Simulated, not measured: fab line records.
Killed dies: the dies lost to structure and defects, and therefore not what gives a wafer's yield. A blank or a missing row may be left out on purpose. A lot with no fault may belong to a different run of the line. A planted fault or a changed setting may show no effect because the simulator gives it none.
fab line records    flow sky130
[record] lots = 12  wafers = 36  lastDay = 50
route steps=708 shown FIELD_ISO@5 NWELL@66 PAD_OPEN@708
lots with no fault: from the same line, run without faults
startH: hours from the record's first day to the start of the lot's first wafer shown    waitH: time in hours since the lot's previous step    " the same as in the row above    L1.1+2: one row covering several wafers at once    - value missing, or start not given    * or withheld: withheld    < > ~ a bound
route shown NAME@n: a module of which the file shows steps, and the number in the route of the first    usual: the fault-free wafers' mean and standard deviation    same: alike in all rows    chamber/n: place in a boat    sites: the reading at each site    _std_site: the values' standard deviation    _edge_site: the outer-site mean with the inner-site mean subtracted    radiusMm: how far each site lies from the wafer's centre    mask NAME#n: copy n    behind: tool/chamber where the wafer was last shaped    hold: why the lot went on hold/how many hours it stayed there/how the hold came to an end    device: the transistor (n, p or np) that didn't switch    end of line: tests of these same wafers at the route's end    a step given without rows: its recipe and nothing more    killed: dies that structure and defects cost at the first sort, which is not the same as the wafer's yield    map: shows each die of a wafer: x if killed, . if not, _ if none is there
set.NAME: the setting as run; set.NAME@STEP: as run at that earlier step    model.NAME: the simulator's own value behind a step, which no gauge read
steps of the route over a sample of lots; a table a step, a row a wafer
services: from which hour (startH, from the record's first day; less than 0 if before it) a tool's chamber was out of use, for how many hours, and why
[[steps]]
[step SKY_FIELD_ISO_THK_MEAS_04]
[recipe] reads = Si3N4_of_FIELD_ISO_CVD_03
[usual] FIELD_ISO_CVD_03_THK = 165.4/1.5
lot.wafer  tool          chamber  startH  waitH  FIELD_ISO_CVD_03_THK[nm]
L690.1     filmMetro-03  -        16.09   0.0    165.0
L690.2     "             -        "       "      166.0
L690.5     "             -        "       "      165.0
L691.1     filmMetro-03  -        23.77   0.0    167.8
L691.3     "             -        "       "      168.3
L691.6     "             -        "       "      168.5
L692.1     filmMetro-04  -        26.45   0.0    164.8
L692.3     "             -        "       "      164.5
L692.4     "             -        "       "      164.9
L693.2     filmMetro-03  -        30.72   0.0    163.9
L693.5     "             -        "       "      163.7
L693.6     "             -        "       "      163.8
L699.3     filmMetro-02  -        62.50   0.0    165.4
L699.4     "             -        "       "      164.6
L699.6     "             -        "       "      163.2
L700.1     filmMetro-03  -        65.32   0.0    166.1
L700.3     "             -        "       "      167.9
L700.5     "             -        "       "      167.4
L701.1     filmMetro-02  -        73.68   0.0    165.6
L701.3     "             -        "       "      165.2
L701.6     "             -        "       "      163.9
L702.1     filmMetro-03  -        75.46   0.0    166.3
L702.2     "             -        "       "      167.0
L702.6     "             -        "       "      167.7
L710.2     filmMetro-03  -        114.22  0.0    165.5
L710.3     "             -        "       "      166.1
L710.5     "             -        "       "      166.2
L711.2     filmMetro-04  -        121.87  0.0    164.4
L711.4     "             -        "       "      164.8
L711.6     "             -        "       "      166.4
L712.1     filmMetro-04  -        127.98  0.0    168.6
L712.2     "             -        "       "      168.1
L712.6     "             -        "       "      167.7
L713.2     filmMetro-04  -        136.30  0.0    166.0
L713.3     "             -        "       "      166.5
L713.5     "             -        "       "      164.5
[step SKY_FIELD_ISO_STRIP_16]
[recipe] chemistry = O2/N2  powerW = 1400  pressureMtorr = 1500  platenTempC = withheld  o2FlowSccm = 3000  n2FlowSccm = 300  overashFraction = 0.5
[usual] drypumpMotorCurrentA = 5.68/0.3  oesProductAu = 0.378/0.0046  stripTimeToEndpointS = 3.54/0.048
lot.wafer  tool            chamber  startH  waitH  drypumpMotorCurrentA  oesProductAu  rfHoursCounterH  stripTimeToEndpointS
L690.1     plasmaAsher-02  1        30.37   0.0    5.44                  0.378         21               3.50
L690.2     "               0        "       "      6.14                  0.380         21               3.54
L690.5     "               0        "       "      6.14                  0.373         -                3.46
L691.1     plasmaAsher-01  0        39.03   0.0    5.79                  0.375         37               3.57
L691.3     "               0        "       "      5.77                  0.378         -                3.47
L691.6     "               0        "       "      5.77                  0.373         -                3.50
L692.1     plasmaAsher-02  1        41.48   0.0    5.51                  0.377         22               3.62
L692.3     "               0        "       "      6.12                  0.379         -                3.56
L692.4     "               1        "       "      5.48                  0.373         -                3.60
L693.2     plasmaAsher-04  1        46.08   0.0    5.95                  0.378         35               3.48
L693.5     "               0        "       "      5.52                  0.375         -                3.53
L693.6     "               1        "       "      5.95                  0.374         -                3.51
L699.3     plasmaAsher-04  1        79.56   0.1    5.96                  0.378         -                3.51
L699.4     "               0        "       "      5.53                  0.377         -                3.53
L699.6     "               1        "       "      5.95                  0.375         -                3.49
L700.1     plasmaAsher-02  1        82.30   0.0    5.46                  0.387         26               3.64
L700.3     "               0        "       "      6.11                  0.383         -                3.55
L700.5     "               1        "       "      5.48                  0.383         -                3.53
L701.1     plasmaAsher-01  1        90.28   0.0    5.30                  0.373         42               3.60
L701.3     "               1        "       "      5.31                  0.383         -                3.66
L701.6     "               0        "       "      5.77                  0.371         -                3.58
L702.1     plasmaAsher-01  1        92.62   0.0    5.27                  0.380         42               3.64
L702.2     "               0        "       "      5.76                  0.375         42               3.49
L702.6     "               0        "       "      5.75                  0.378         -                3.50
L710.2     plasmaAsher-04  1        133.27  0.1    5.97                  0.379         44               3.58
L710.3     "               0        "       "      5.54                  0.381         -                3.54
L710.5     "               0        "       "      5.55                  0.380         -                3.55
L711.2     plasmaAsher-04  0        140.58  0.0    5.48                  0.381         45               3.66
L711.4     "               1        "       "      5.98                  0.381         -                3.61
L711.6     "               0        "       "      5.52                  0.382         -                3.58
L712.1     plasmaAsher-01  1        147.35  0.0    5.27                  0.375         3                3.52
L712.2     "               0        "       "      5.78                  0.384         3                3.55
L712.6     "               0        "       "      5.76                  0.371         -                3.57
L713.2     plasmaAsher-01  1        154.72  0.0    5.29                  0.370         4                3.57
L713.3     "               1        "       "      5.27                  0.373         -                3.56
L713.5     "               0        "       "      5.76                  0.374         -                3.59
[step SKY_NWELL_IMPLANT_13]
[recipe] species = P  energyKev = 50  doseCm2 = 7e+11  tiltDeg = withheld
[usual] doseIonsCm2 = 7.001e+11/7.3e+08  faradayCurrentUA = 3.95/0.085
lot.wafer  tool          chamber  startH  waitH  doseIonsCm2  faradayCurrentUA
L690.1     implanter-02  0        87.14   0.1    7.001e+11    3.95
L690.2     "             0        "       "      7.001e+11    4.05
L690.5     "             0        "       "      7.013e+11    3.95
L691.1     implanter-02  0        94.05   0.1    7e+11        4.00
L691.3     "             0        "       "      6.997e+11    3.82
L691.6     "             0        "       "      7.005e+11    4.06
L692.1     implanter-02  0        97.64   0.1    6.991e+11    4.04
L692.3     "             0        "       "      6.992e+11    3.99
L692.4     "             0        "       "      6.995e+11    4.13
L693.2     implanter-03  0        103.58  0.1    6.993e+11    4.03
L693.5     "             0        "       "      6.988e+11    3.91
L693.6     "             0        "       "      6.988e+11    3.89
L699.3     implanter-02  0        143.62  0.1    7.001e+11    3.94
L699.4     "             0        "       "      7.005e+11    4.02
L699.6     "             0        "       "      6.999e+11    3.89
L700.1     implanter-03  0        145.25  0.1    6.993e+11    4.04
L700.3     "             0        "       "      6.995e+11    3.89
L700.5     "             0        "       "      6.996e+11    3.93
L701.1     implanter-02  0        153.09  0.1    4.178e+11    2.38
L701.3     "             0        "       "      4.17e+11     2.32
L701.6     "             0        "       "      4.172e+11    2.38
L702.1     implanter-02  0        156.20  0.1    4.181e+11    2.30
L702.2     "             0        "       "      4.178e+11    2.36
L702.6     "             0        "       "      4.174e+11    2.36
L710.2     implanter-01  0        222.72  0.1    7.002e+11    3.87
L710.3     "             0        "       "      6.991e+11    3.98
L710.5     "             0        "       "      7.007e+11    3.93
L711.2     implanter-02  0        232.37  0.1    7.006e+11    3.98
L711.4     "             0        "       "      6.992e+11    3.86
L711.6     "             0        "       "      6.999e+11    3.98
L713.2     implanter-02  0        232.82  0.1    6.997e+11    4.01
L713.3     "             0        "       "      6.995e+11    3.92
L713.5     "             0        "       "      7.016e+11    3.83
L712.1     implanter-02  0        233.24  0.1    7.002e+11    3.89
L712.2     "             0        "       "      7e+11        4.04
L712.6     "             0        "       "      6.988e+11    3.89
[step SKY_NWELL_STRIP_14]
[recipe] chemistry = O2/N2  powerW = 1400  pressureMtorr = 1500  platenTempC = withheld  o2FlowSccm = 3000  n2FlowSccm = 300  overashFraction = 0.5
[usual] drypumpMotorCurrentA = 5.74/0.3  oesProductAu = 0.722/0.0044  stripTimeToEndpointS = 36.89/0.11
lot.wafer  tool            chamber  startH  waitH  drypumpMotorCurrentA  oesProductAu  rfHoursCounterH  stripTimeToEndpointS
L690.1     plasmaAsher-01  1        87.29   0.1    5.29                  0.717         42               36.88
L690.2     "               0        "       "      5.74                  0.723         42               36.95
L690.5     "               0        "       "      5.78                  0.714         -                36.91
L691.1     plasmaAsher-03  1        94.20   0.1    5.74                  0.723         41               36.75
L691.3     "               0        "       "      6.05                  0.719         -                36.78
L691.6     "               1        "       "      5.73                  0.725         -                36.84
L692.1     plasmaAsher-01  1        97.79   0.1    5.29                  0.722         43               36.89
L692.3     "               1        "       "      5.26                  0.714         -                36.95
L692.4     "               0        "       "      5.76                  0.732         -                36.91
L693.2     plasmaAsher-02  1        103.70  0.1    5.47                  0.729         28               36.91
L693.5     "               0        "       "      6.13                  0.727         -                36.93
L693.6     "               1        "       "      5.48                  0.735         -                36.93
L699.3     plasmaAsher-02  0        143.75  0.1    6.14                  0.731         -                36.62
L699.4     "               1        "       "      5.47                  0.723         -                36.67
L699.6     "               1        "       "      5.48                  0.724         -                36.80
L700.1     plasmaAsher-02  1        145.40  0.1    5.48                  0.718         33               36.97
L700.3     "               1        "       "      5.47                  0.726         -                36.78
L700.5     "               0        "       "      6.13                  0.726         -                36.91
L701.1     plasmaAsher-01  1        153.24  0.1    5.30                  0.721         4                36.89
L701.3     "               0        "       "      5.77                  0.719         -                36.91
L701.6     "               1        "       "      5.29                  0.718         -                36.97
L702.1     plasmaAsher-01  0        156.35  0.1    5.79                  0.724         4                36.96
L702.2     "               1        "       "      5.29                  0.714         4                36.88
L702.6     "               0        "       "      5.77                  0.718         -                36.91
L710.2     plasmaAsher-02  0        222.84  0.1    6.11                  0.721         40               36.71
L710.3     "               1        "       "      5.48                  0.718         -                36.68
L710.5     "               0        "       "      6.14                  0.722         -                36.82
L711.2     plasmaAsher-03  1        232.49  0.1    5.71                  0.726         54               36.78
L711.4     "               1        "       "      5.71                  0.721         -                36.80
L711.6     "               1        "       "      5.72                  0.716         -                36.89
L713.2     plasmaAsher-01  0        232.94  0.1    5.80                  0.721         12               36.92
L713.3     "               0        "       "      5.78                  0.714         -                36.88
L713.5     "               1        "       "      5.32                  0.718         -                36.82
L712.1     plasmaAsher-03  0        233.39  0.1    6.07                  0.717         54               36.91
L712.2     "               1        "       "      5.73                  0.727         54               36.79
L712.6     "               1        "       "      5.71                  0.728         -                36.79
[step SKY_NWELL_RS_MEAS_29]
[recipe] thkMeasGauge = four-point-probe
[usual] NWELL_RS = 624.8/1.8
lot.wafer  tool          chamber  startH  waitH  NWELL_RS[ohm/sq]
L690.1     filmMetro-01  -        104.66  0.1    626.3
L690.2     "             -        "       "      622.8
L690.5     "             -        "       "      625.9
L691.1     filmMetro-01  -        112.21  0.1    624.2
L691.3     "             -        "       "      625.0
L691.6     "             -        "       "      625.2
L692.1     filmMetro-04  -        117.10  0.1    622.1
L692.3     "             -        "       "      624.2
L692.4     "             -        "       "      623.3
L693.2     filmMetro-03  -        122.53  0.1    622.5
L693.5     "             -        "       "      622.6
L693.6     "             -        "       "      624.2
L699.3     filmMetro-03  -        163.66  0.1    624.2
L699.4     "             -        "       "      622.2
L699.6     "             -        "       "      621.9
L700.1     filmMetro-03  -        164.86  0.1    628.3
L700.3     "             -        "       "      629.0
L700.5     "             -        "       "      626.0
L701.1     filmMetro-04  -        172.71  0.1    633.8
L701.3     "             -        "       "      632.6
L701.6     "             -        "       "      633.7
L702.1     filmMetro-01  -        175.51  0.1    633.3
L702.2     "             -        "       "      632.2
L702.6     "             -        "       "      632.7
L710.2     filmMetro-03  -        245.60  0.1    628.3
L710.3     "             -        "       "      628.1
L710.5     "             -        "       "      626.4
L711.2     filmMetro-01  -        256.37  0.1    625.3
L711.4     "             -        "       "      624.5
L711.6     "             -        "       "      624.7
L713.2     filmMetro-03  -        256.72  0.1    624.9
L713.3     "             -        "       "      626.6
L713.5     "             -        "       "      625.9
L712.1     filmMetro-01  -        257.21  0.1    622.8
L712.2     "             -        "       "      624.9
L712.6     "             -        "       "      623.5
[step SKY_PAD_OPEN_PROBE_99]
[usual] killed_at_M0_to_M3 = 42/6.6  killed_at_M4_up = 3.1/1.9  killedAtContacts = 24/5.6  killedAtFrontEnd = 15/4.8  killedAtOther = 0.3/0.48  killedDies = 84/10  killedOpen = 47/6.8  killedShort = 37/6.8
[same] grossDies = 492  killedAtBackSide = 0
lot.wafer  tool       chamber  startH   waitH  killed_at_M0_to_M3  killed_at_M4_up  killedAtContacts  killedAtFrontEnd  killedAtOther  killedDies  killedOpen  killedShort
L693.2     prober-02  -        1092.10  0.1    41                  3                20                9                 1              74          46          28
L693.5     prober-02  -        1092.25  0.2    38                  3                22                10                1              74          46          28
L693.6     prober-02  -        1092.30  0.2    35                  3                31                7                 1              77          44          33
L699.3     prober-02  -        1136.61  0.2    41                  2                19                13                0              75          47          28
L702.1     prober-01  -        1145.18  0.1    39                  4                17                13                0              73          36          37
L702.2     prober-01  -        1145.23  0.1    42                  1                22                20                0              85          50          35
L702.6     prober-01  -        1145.43  0.2    45                  4                21                18                0              88          54          34
L710.2     prober-01  -        1197.82  0.1    36                  1                30                16                1              84          45          39
L710.3     prober-01  -        1197.87  0.2    47                  3                25                5                 0              80          46          34
L710.5     prober-01  -        1197.97  0.2    42                  2                19                8                 1              72          39          33
L713.2     prober-02  -        1203.43  0.1    37                  1                26                15                0              79          41          38
L713.3     prober-02  -        1203.48  0.2    36                  5                27                18                0              86          51          35
L713.5     prober-02  -        1203.58  0.2    34                  3                24                11                1              73          38          35
// killed by level:class
L693.2 VIA3:geometricParticle:open=9 CONTACT:geometricParticle:open=8 VIA1:geometricParticle:open=7 LOCAL_INTERCONNECT:geometricParticle:short=6 VIA2:geometricParticle:open=6 METAL2:geometricParticle:short=5 POLY_GATE:geometricParticle:open=4 LI_CONTACT:geometricParticle:open=3
L693.5 CONTACT:geometricParticle:open=10 VIA3:geometricParticle:open=10 LI_CONTACT:geometricParticle:open=8 VIA1:geometricParticle:open=7 METAL1:geometricParticle:short=5 FIELD_ISO:geometricParticle:short=4 METAL2:geometricParticle:short=4 LI_CONTACT:geometricParticle:short=3
L693.6 LI_CONTACT:geometricParticle:open=16 VIA2:geometricParticle:open=8 CONTACT:geometricParticle:open=6 LOCAL_INTERCONNECT:geometricParticle:short=5 METAL1:geometricParticle:short=4 VIA1:geometricParticle:short=3 VIA1:geometricParticle:open=3 METAL2:geometricParticle:short=3
L699.3 VIA1:geometricParticle:open=10 VIA2:geometricParticle:open=10 CONTACT:geometricParticle:open=8 METAL2:geometricParticle:short=6 FIELD_ISO:geometricParticle:open=4 LI_CONTACT:geometricParticle:open=4 CONTACT:geometricParticle:short=4 VIA3:geometricParticle:open=4
L702.1 VIA1:geometricParticle:open=10 CONTACT:geometricParticle:open=6 VIA1:geometricParticle:short=6 FIELD_ISO:geometricParticle:short=5 METAL2:geometricParticle:short=5 VIA2:geometricParticle:open=5 VIA3:geometricParticle:open=5 LI_CONTACT:geometricParticle:open=4
L702.2 CONTACT:geometricParticle:open=9 VIA1:geometricParticle:open=9 VIA3:geometricParticle:open=7 LI_CONTACT:geometricParticle:open=6 METAL2:geometricParticle:short=6 FIELD_ISO:geometricParticle:open=5 POLY_GATE:geometricParticle:short=5 VIA1:geometricParticle:short=4
L702.6 VIA1:geometricParticle:open=17 FIELD_ISO:geometricParticle:open=7 VIA2:geometricParticle:open=6 CONTACT:geometricParticle:open=6 VIA3:geometricParticle:open=6 POLY_GATE:geometricParticle:short=5 LOCAL_INTERCONNECT:geometricParticle:short=5 CONTACT:geometricParticle:short=5
L710.2 CONTACT:geometricParticle:open=11 FIELD_ISO:geometricParticle:open=7 METAL1:geometricParticle:short=7 LOCAL_INTERCONNECT:geometricParticle:short=6 VIA2:geometricParticle:open=6 LI_CONTACT:geometricParticle:open=5 CONTACT:geometricParticle:short=5 VIA1:geometricParticle:open=5
L710.3 CONTACT:geometricParticle:open=9 VIA1:geometricParticle:short=9 VIA2:geometricParticle:open=8 VIA1:geometricParticle:open=7 VIA3:geometricParticle:open=7 LI_CONTACT:geometricParticle:open=6 METAL2:geometricParticle:short=5 CONTACT:geometricParticle:short=4
L710.5 CONTACT:geometricParticle:open=8 VIA2:geometricParticle:open=8 METAL1:geometricParticle:short=7 VIA1:geometricParticle:open=6 METAL2:geometricParticle:short=4 LOCAL_INTERCONNECT:geometricParticle:short=4 CONTACT:geometricParticle:short=4 VIA1:geometricParticle:short=4
L713.2 CONTACT:geometricParticle:open=9 LI_CONTACT:geometricParticle:open=8 VIA2:geometricParticle:open=6 METAL2:geometricParticle:short=6 FIELD_ISO:geometricParticle:open=5 VIA1:geometricParticle:short=5 METAL1:geometricParticle:short=5 CONTACT:geometricParticle:short=4
L713.3 VIA1:geometricParticle:open=11 CONTACT:geometricParticle:open=10 FIELD_ISO:geometricParticle:open=9 CONTACT:geometricParticle:short=8 VIA2:geometricParticle:open=5 LI_CONTACT:geometricParticle:open=5 FIELD_ISO:geometricParticle:short=4 METAL2:geometricParticle:short=4
L713.5 LI_CONTACT:geometricParticle:open=8 CONTACT:geometricParticle:open=7 METAL1:geometricParticle:short=6 VIA1:geometricParticle:short=6 VIA1:geometricParticle:open=5 FIELD_ISO:geometricParticle:short=4 FIELD_ISO:geometricParticle:open=4 LOCAL_INTERCONNECT:geometricParticle:short=4
[[services]]
tool            chamber  startH  hours  kind
plasmaAsher-03  -        47.28   2.8    pm
implanter-02    -        76.17   1.7    repair
implanter-01    -        105.78  8.2    repair
plasmaAsher-01  -        108.75  9.0    pm
plasmaAsher-01  0        108.75  9.0    ventCycle
plasmaAsher-01  1        108.75  9.0    ventCycle
implanter-02    -        111.44  2.6    repair
plasmaAsher-01  0        117.75  -      clean
plasmaAsher-01  1        117.75  -      clean
implanter-03    -        132.86  1.8    repair
implanter-01    -        133.49  8.2    repair
plasmaAsher-01  -        171.49  0.9    repair
implanter-03    -        204.65  0.6    repair
plasmaAsher-03  -        213.85  14.6   pm
implanter-01    -        223.21  21.4   pm
plasmaAsher-04  -        224.50  2.5    repair
implanter-03    -        224.61  12.4   repair
[[key]]
[firstSign] step = SKY_NWELL_IMPLANT_13  reading = doseIonsCm2  direction = down  sigmas = 99+  usual = *  struck = *
[effect] step = SKY_NWELL_IMPLANT_13  reading = faradayCurrentUA  direction = down  sigmas = 19  usual = 3.95  struck = 2.35
[effect] step = SKY_NWELL_RS_MEAS_29  reading = NWELL_RS  direction = up  sigmas = 4.7  usual = 624.8  struck = 633.1
metAt SKY_NWELL_IMPLANT_13
struckLots L701,L702
testerLeftOut L701,L702
notActingAt SKY_FIELD_ISO_THK_MEAS_04,SKY_FIELD_ISO_STRIP_16,SKY_NWELL_STRIP_14
onsetBetween 143.62 153.09
[fault] kind = processParameterDrift  tool = implanter-02  chamber = -  onsetH = 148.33  steps = SKY_NWELL_IMPLANT_13  channel = doseCm2  offset = *  shape = step  endH = 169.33  actsIn = *  stated = *
// testerLeftOut: of these lots the tester's yield and bins aren't shown, on N5 and GAA mostly nor the transistor test; their killed dies are dies lost to structure and defects alone, not to doping, threshold or leakage, so they don't give the yield
